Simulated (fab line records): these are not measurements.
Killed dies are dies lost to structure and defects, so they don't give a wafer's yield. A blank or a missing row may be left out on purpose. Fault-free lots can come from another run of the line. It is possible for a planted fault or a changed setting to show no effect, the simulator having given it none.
Comparing a struck lot with a sound one ; flow sky130 ; 15 out of 708 route steps
Sound: these wafers, L415.2, L415.4, L415.6. Struck: wafers L411.1, L411.6 (left out: L411.4, a lot-mate that was not struck); the cause follows at the end.
Per side, at each step with rows, come the tool, then ch with its chambers, and then its first start. Under that, the readings that differ: sound wafers ; struck wafers ; difference of the means ; sigmas: that difference in standard deviations of wafers without a fault.
alike: readings with means less than 2 such deviations apart, plus words and numbers identical on both sides. not compared: withheld readings, readings lacking a value on some wafer, bounds such as >300 that could conceal the same value, and numbers that have no deviation in the record and whose values overlap.
The two part at a step that has a row with sigmas, a row that says differs or no value, or rows on one side only. When numbers do not overlap yet have no deviation, they are printed without sigmas and do not part them. Lack of a reading on every wafer of one side parts them only where that side has two or more wafers.

first, 1 step without rows for these wafers: SKY_VIA3_ETCH_14 (etches BARC in N2/H2, stops on SiO2, time 45.9 s, target depth 60 nm).
SKY_VIA3_ETCH_15: etches SiO2 in C4F8/O2/Ar, stops on TiN, target depth 507 nm, time 78 s.
  sound on rieDiel-01 ch 1,2,3, day 43 19:28; struck on rieDiel-02 ch 0,2, day 43 21:59
  alike: oesProductAu
  not compared: rfHoursCounterH
SKY_VIA3_STRIP_16: strips in O2/N2.
  sound on plasmaAsher-01 ch 0,1, day 43 19:32; struck on plasmaAsher-01 ch 0,1, day 43 22:03
  alike: drypumpMotorCurrentA, oesProductAu, stripTimeToEndpointS
  not compared: rfHoursCounterH
then, 3 steps without rows for these wafers: SKY_VIA3_STRIP_17 (strips in post etch residue remover, time 1200 s); SKY_VIA3_CLEAN_18 (cleans in IPA, time 180 s); SKY_VIA3_CLEAN_19 (cleans in O3/DIW).
SKY_VIA3_SPUTTER_20: material TiN, target thk 20 nm, time 80 s.
  sound: pvdSputter-01 at day 43 20:31; struck: pvdSputter-04 at day 43 22:43
  alike: throttleValvePct
then, 1 step without rows for these wafers: SKY_VIA3_CVD_21 (deposits W, target thk 390 nm, time 117.31 s).
SKY_VIA3_RS_MEAS_22: a four-point-probe measurement.
  sound: filmMetro-02 at day 43 20:44; struck: filmMetro-04 at day 43 23:03
  alike: VIA3_W_RS
SKY_VIA3_THK_MEAS_23: measures by xrf.
  sound: filmMetro-02 at day 43 20:50; struck: filmMetro-04 at day 43 23:10
reading;sound;struck;difference;sigmas
VIA3_W_THK (nm);373 371 368;385 382;+13;+3
then, 1 step without rows for these wafers: SKY_VIA3_CMP_24 (polishes, stops on SiO2, t overpolish 20 s, target thk 0 nm).
SKY_METAL4_SPUTTER_00: material Ti, target thk 15 nm, time 10 s.
  sound: pvdSputter-03 at day 43 21:11; struck: pvdSputter-02 at day 43 23:37
  alike: throttleValvePct
SKY_METAL4_SPUTTER_01: material TiN, target thk 20 nm, time 16.7 s.
  sound: pvdSputter-03 at day 43 21:13; struck: pvdSputter-02 at day 43 23:39
reading;sound;struck;difference;sigmas
model.TiN_of_METAL4_SPUTTER_01.thkNm (nm);20.13 20.34 20.24;12.8 12.89;-7.4;
  alike: throttleValvePct
SKY_METAL4_SPUTTER_02: material AlCu, target thk 735 nm, time 39.1 s.
  sound: pvdSputter-03 at day 43 21:14; struck: pvdSputter-02 at day 43 23:40
  alike: throttleValvePct
following that, these wafers have no rows for 1 step: SKY_PAD_OPEN_PROBE_99.

== WHERE THEY PART ==
Within this record, at SKY_VIA3_THK_MEAS_23 only. Later steps at which nothing parts them and some readings are alike: SKY_METAL4_SPUTTER_00, SKY_METAL4_SPUTTER_01, SKY_METAL4_SPUTTER_02.

WHY: whatever the simulator had introduced
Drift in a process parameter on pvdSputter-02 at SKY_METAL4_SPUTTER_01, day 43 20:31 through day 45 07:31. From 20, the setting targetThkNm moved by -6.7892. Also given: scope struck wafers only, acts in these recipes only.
